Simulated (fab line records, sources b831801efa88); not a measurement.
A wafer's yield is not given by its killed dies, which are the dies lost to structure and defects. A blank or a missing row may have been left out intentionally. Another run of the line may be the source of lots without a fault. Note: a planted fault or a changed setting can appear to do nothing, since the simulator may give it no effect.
Which tool was responsible?    flow sky130    18 wafers from 6 lots sampled at 4 of the route's 708 steps

== WHAT THE GAUGES READ, wafer by wafer ==
SKY_VIA3_THK_MEAS_01.
lot   measured      on            VIA3_HDPCVD_THK (nm)
L884  day 38 18:29  filmMetro-03  1615 1631 1608
L886  day 39 11:42  filmMetro-04  1631 1651 1631
L889  day 40 09:59  filmMetro-01  1614 1616 1614
L891  day 41 05:33  filmMetro-01  1638 1662 1638
L898  day 43 03:45  filmMetro-03  1651 1646 1645
L901  day 43 18:32  filmMetro-01  1660 1665 1659

== TOOL THAT RAN EACH LOT (tool first, then ch and the chambers of the sampled wafers, then the start) ==
lot   SKY_FIELD_ISO_WET_ETCH_18      SKY_VIA2_CVD_21               SKY_METAL3_ETCH_17
L884  wetBench-01 ch 3, day 2 12:58  cvdW-02 ch 0,1, day 36 12:14  rieDiel-03 ch 0,3, day 38 17:31
L886  wetBench-03 ch 3, day 2 23:53  cvdW-01 ch 0,1, day 37 05:52  rieDiel-03 ch 1,3, day 39 10:44
L889  wetBench-01 ch 1, day 3 12:27  cvdW-02 ch 0,1, day 38 04:10  rieDiel-03 ch 0,3, day 40 08:26
L891  wetBench-02 ch 0, day 3 23:05  cvdW-01 ch 0,1, day 39 02:11  rieDiel-02 ch 1,2,3, day 41 04:35
L898  wetBench-01 ch 1, day 5 11:45  cvdW-02 ch 0,1, day 41 00:59  rieDiel-03 ch 0,1,3, day 43 02:47
L901  wetBench-01 ch 1, day 6 03:11  cvdW-02 ch 0,1, day 41 17:52  rieDiel-02 ch 0,1,3, day 43 17:32
- SKY_FIELD_ISO_WET_ETCH_18: etches Si3N4 in H3PO4, target depth 25 nm, time 286 s.
- SKY_VIA2_CVD_21: deposits W, target thk 420 nm, time 126.4 s.
- SKY_METAL3_ETCH_17: etches SiO2 in C4F8/O2/Ar, stops on TiN, time 3.9 s, target depth 15 nm.

== THE ANSWER, worked out from the rows above alone ==
Rule: the usual values come from the lots themselves. The widest of any qualifying gaps counts: lots, ordered by their means at a reading, are off when they make up no more than a third of the lots, leave a main group of 4 or more, and stand apart from it by 3 or more times the standard deviation of that group's means. A main group is skipped when, at the precision printed for the reading in the tables above, its means are all equal. A lot without any number at a reading at which 4 lots or more have one is off too. All remaining lots with rows at the step are treated as sound.
Across all readings shown, no lot is off: no conclusion can be drawn from this.

== WHAT THE SIMULATOR HAD INSERTED ==
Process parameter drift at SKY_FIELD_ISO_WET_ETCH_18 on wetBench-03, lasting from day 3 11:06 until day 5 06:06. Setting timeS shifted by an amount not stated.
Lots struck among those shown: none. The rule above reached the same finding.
